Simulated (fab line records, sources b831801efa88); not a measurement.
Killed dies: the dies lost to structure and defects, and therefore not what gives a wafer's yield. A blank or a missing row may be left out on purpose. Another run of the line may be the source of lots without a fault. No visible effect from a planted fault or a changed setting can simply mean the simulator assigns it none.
Which tool was responsible?	flow gf180mcu	11 lots with 33 wafers sampled at 6 steps, on a route of 602 steps

## WHAT THE GAUGES READ, wafer by wafer
GF_STI_THK_MEAS_02. Usual: STI_OXIDATION_THK 9.71 nm, standard deviation 0.2.
lot	measured	on	STI_OXIDATION_THK (nm)	flag
L138	day 1 11:31	filmMetro-03	9.53 9.58 9.55	
L139	day 1 16:31	filmMetro-03	9.66 9.72 9.80	
L140	day 1 23:11	filmMetro-03	9.45 9.47 9.58	
L141	day 2 02:36	filmMetro-03	9.53 9.59 9.65	
L143	day 2 12:31	filmMetro-04	9.87 9.75 9.98	
L146	day 3 03:31	filmMetro-04	9.44 9.52 9.45	
L147	day 3 08:31	filmMetro-03	9.83 9.85 9.71	
L148	day 3 13:31	filmMetro-02	9.57 9.56 9.62	
L151	day 4 04:32	filmMetro-02	9.52 9.48 9.59	
L152	day 4 09:31	filmMetro-03	9.68 9.60 9.47	
L160	day 6 01:31	filmMetro-02	10.01 10.01 9.97	

GF_STI_THK_MEAS_04. Usual: STI_CVD_03_THK 207.7 nm, standard deviation 2.5.
lot	measured	on	STI_CVD_03_THK (nm)	flag
L138	day 1 13:34	filmMetro-02	209.6 208.2 208.1	
L139	day 1 18:34	filmMetro-03	208.5 206.7 208.9	
L140	day 2 02:14	filmMetro-04	203.8 204.5 204.4	
L141	day 2 05:38	filmMetro-03	206.6 208.6 205.6	
L143	day 2 14:34	filmMetro-03	212.9 214.1 211.5	
L146	day 3 06:10	filmMetro-03	208.3 208.1 209.1	
L147	day 3 10:34	filmMetro-03	206.8 208.2 205.8	
L148	day 3 15:34	filmMetro-04	209.5 210.1 206.3	
L151	day 4 07:34	filmMetro-02	202.4 201.8 202.8	
L152	day 4 11:44	filmMetro-02	165.5 164.4 166.3	OFF
L160	day 6 03:34	filmMetro-02	205.9 206.1 205.2	

GF_VT_IMPLANT_OVL_MEAS_40. Usual: VT_IMPLANT_03_OVL 0.7 nm, standard deviation 1.2.
lot	measured	on	VT_IMPLANT_03_OVL (nm)	flag
L138	day 7 12:11	overlay-01	0.3 0.2 -0.7	
L139	day 7 17:01	overlay-02	-0.6 -2.0 -0.4	
L140	day 8 06:22	overlay-02	2.7 1.5 1.9	
L141	day 8 09:59	overlay-02	0.2 1.9 1.3	
L143	day 8 22:35	overlay-01	-1.2 -1.2 0.1	
L146	day 9 18:41	overlay-02	-0.8 1.6 0.0	
L147	day 10 01:49	overlay-01	-0.5 -0.6 -0.2	
L148	day 10 07:57	overlay-02	0.1 -0.8 0.3	
L151	day 11 07:59	overlay-02	1.8 1.0 0.9	
L152	day 11 13:55	overlay-02	1.2 0.1 -0.4	
L160	day 13 17:49	overlay-01	-1.1 -2.1 -1.4	

## WHICH TOOL RAN EACH LOT (tool, then ch and the chambers of the sampled wafers, then the start)
lot	GF_STI_CVD_03	GF_STI_ETCH_13	GF_VT_IMPLANT_STRIP_09
L138	lpcvd-01 ch 1, day 1 11:34	rieDiel-02 ch 0,2,3, day 2 01:14	plasmaAsher-03 ch 0,1, day 5 15:16
L139	lpcvd-01 ch 1, day 1 16:34	rieDiel-04 ch 0,3, day 2 06:11	plasmaAsher-03 ch 0,1, day 5 19:33
L140	lpcvd-01 ch 1, day 1 23:14	rieDiel-04 ch 0,1, day 2 14:41	plasmaAsher-02 ch 0,1, day 6 06:57
L141	lpcvd-01 ch 1, day 2 02:39	rieDiel-02 ch 0,2, day 2 17:39	plasmaAsher-01 ch 0, day 6 10:32
L143	lpcvd-02 ch 0, day 2 12:34	rieDiel-02 ch 0,2,3, day 3 03:20	plasmaAsher-03 ch 0,1, day 6 21:59
L146	lpcvd-02 ch 0, day 3 04:10	rieDiel-02 ch 0,3, day 3 18:59	plasmaAsher-03 ch 0,1, day 7 16:11
L147	lpcvd-02 ch 0, day 3 08:34	rieDiel-04 ch 1,3, day 3 23:44	plasmaAsher-02 ch 0,1, day 7 23:05
L148	lpcvd-02 ch 1, day 3 13:34	rieDiel-04 ch 0,1, day 4 05:11	plasmaAsher-03 ch 0,1, day 8 04:32
L151	lpcvd-01 ch 0, day 4 04:34	rieDiel-03 ch 1,2,3, day 4 20:47	plasmaAsher-01 ch 0,1, day 9 02:11
L152	lpcvd-02 ch 0, day 4 09:46	rieDiel-04 ch 0,1, day 5 00:56	plasmaAsher-01 ch 0,1, day 9 07:29
L160	lpcvd-01 ch 1, day 6 01:34	rieDiel-04 ch 0,1,3, day 6 19:03	plasmaAsher-03 ch 0,1, day 11 06:35
- GF_STI_CVD_03: deposits Si3N4 from DCS/NH3, target thk 207.16 nm, time 3551 s.
- GF_STI_ETCH_13: etches the open film in CHF3/O2, stops on Si, target depth 282.31 nm, time 112.9 s.
- GF_VT_IMPLANT_STRIP_09: strips in O2/N2.

## WHAT THE TOOLS THEMSELVES READ (means of the sampled wafers that have a number; where no wafer has one, the mark that the record gives instead)
GF_STI_CVD_03. Usual: spikeTcBottomC 787.8 C, standard deviation 2.3; susceptorTempC 769.9 C, standard deviation 0.36.
lot	tool	spikeTcBottomC (C)	susceptorTempC (C)	flag
L138	lpcvd-01	786.8	770.1	
L139	lpcvd-01	785.9	770.1	
L140	lpcvd-01	786.3	769.4	
L141	lpcvd-01	785.7	769.7	
L143	lpcvd-02	785.9	769.8	
L146	lpcvd-02	786.2	769.7	
L147	lpcvd-02	786.4	770.2	
L148	lpcvd-02	790.7	770.2	
L151	lpcvd-01	787.1	770.2	
L152	lpcvd-02	786.6	-	OFF
L160	lpcvd-01	785.0	769.8	

GF_STI_ETCH_13. Usual: drypumpMotorCurrentA 5.9 A, standard deviation 0.34; oesProductAu 0.834 a.u., standard deviation 0.007; throttleValvePct 8.811 %, standard deviation 0.0089.
lot	tool	drypumpMotorCurrentA (A)	oesProductAu (a.u.)	throttleValvePct (%)	flag
L138	rieDiel-02	6.1	0.832	8.817	
L139	rieDiel-04	5.8	0.834	8.805	
L140	rieDiel-04	5.8	0.830	8.813	
L141	rieDiel-02	5.8	0.826	8.809	
L143	rieDiel-02	6.1	0.846	8.812	
L146	rieDiel-02	6.5	0.836	8.813	
L147	rieDiel-04	5.8	0.833	8.808	
L148	rieDiel-04	5.9	0.835	8.810	
L151	rieDiel-03	5.7	0.823	8.802	
L152	rieDiel-04	5.9	0.740	8.790	OFF
L160	rieDiel-04	5.8	0.828	8.807	

GF_VT_IMPLANT_STRIP_09. Usual: drypumpMotorCurrentA 5.6 A, standard deviation 0.33; heaterPowerW 333 W, standard deviation 26; n2FlowSccm 299.7 sccm, standard deviation 0.92; oesProductAu 0.716 a.u., standard deviation 0.0044; stripTimeToEndpointS 12.63 s, standard deviation 0.033.
lot	tool	drypumpMotorCurrentA (A)	heaterPowerW (W)	n2FlowSccm (sccm)	oesProductAu (a.u.)	stripTimeToEndpointS (s)	flag
L138	plasmaAsher-03	5.8	352	300.1	0.719	12.63	
L139	plasmaAsher-03	5.6	340	300.6	0.713	12.58	
L140	plasmaAsher-02	5.3	304	299.1	0.718	12.63	
L141	plasmaAsher-01	5.8	305	298.6	0.712	12.58	
L143	plasmaAsher-03	5.5	344	299.7	0.719	12.65	
L146	plasmaAsher-03	5.8	345	299.4	0.713	12.67	
L147	plasmaAsher-02	5.3	304	299.8	0.714	12.66	
L148	plasmaAsher-03	5.6	343	299.4	0.714	12.62	
L151	plasmaAsher-01	5.8	328	299.0	0.716	12.60	
L152	plasmaAsher-01	5.8	328	299.5	0.716	12.62	
L160	plasmaAsher-03	5.8	352	299.5	0.713	12.61	

## THE ANSWER, worked out from the rows above alone
Rule: a lot counts as off when the mean over its wafers that have a number is more than 3 standard deviations away from the usual mean. Also off: a lot with no number at a reading for which 4 or more lots have one. All remaining lots with rows at the step are treated as sound. After the gauges, taken in route order, come the tools' own readings; for these a lot's mean is taken, as printed above. The first step at which some lot is off is used, and at that step the reading that is off furthest; a lot without a number counts as furthest.
Off: L152, at GF_STI_THK_MEAS_04 (STI_CVD_03_THK).
If a tool, at a process step before that reading, ran all the lots that are off and no sound lot after the first of them, it fits. The gauges at GF_STI_THK_MEAS_04 aren't tried: what is off there is off at GF_STI_CVD_03 too, on other tools, and a gauge's error can't cause that. One candidate fits, namely lpcvd-02 at GF_STI_CVD_03. Its last sound lot is L148 (day 3 13:34), its first lot that is off L152 (day 4 09:46): a fault that began between those two fits.
Blank at GF_STI_CVD_03 on the lots that are off, where sound lots have numbers: susceptorTempC.

## WHAT THE SIMULATOR HAD PUT IN
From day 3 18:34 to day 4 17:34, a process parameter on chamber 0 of lpcvd-02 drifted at GF_STI_CVD_03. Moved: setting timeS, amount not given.
Struck lots among those shown: L152. This agrees with what the rule above found.
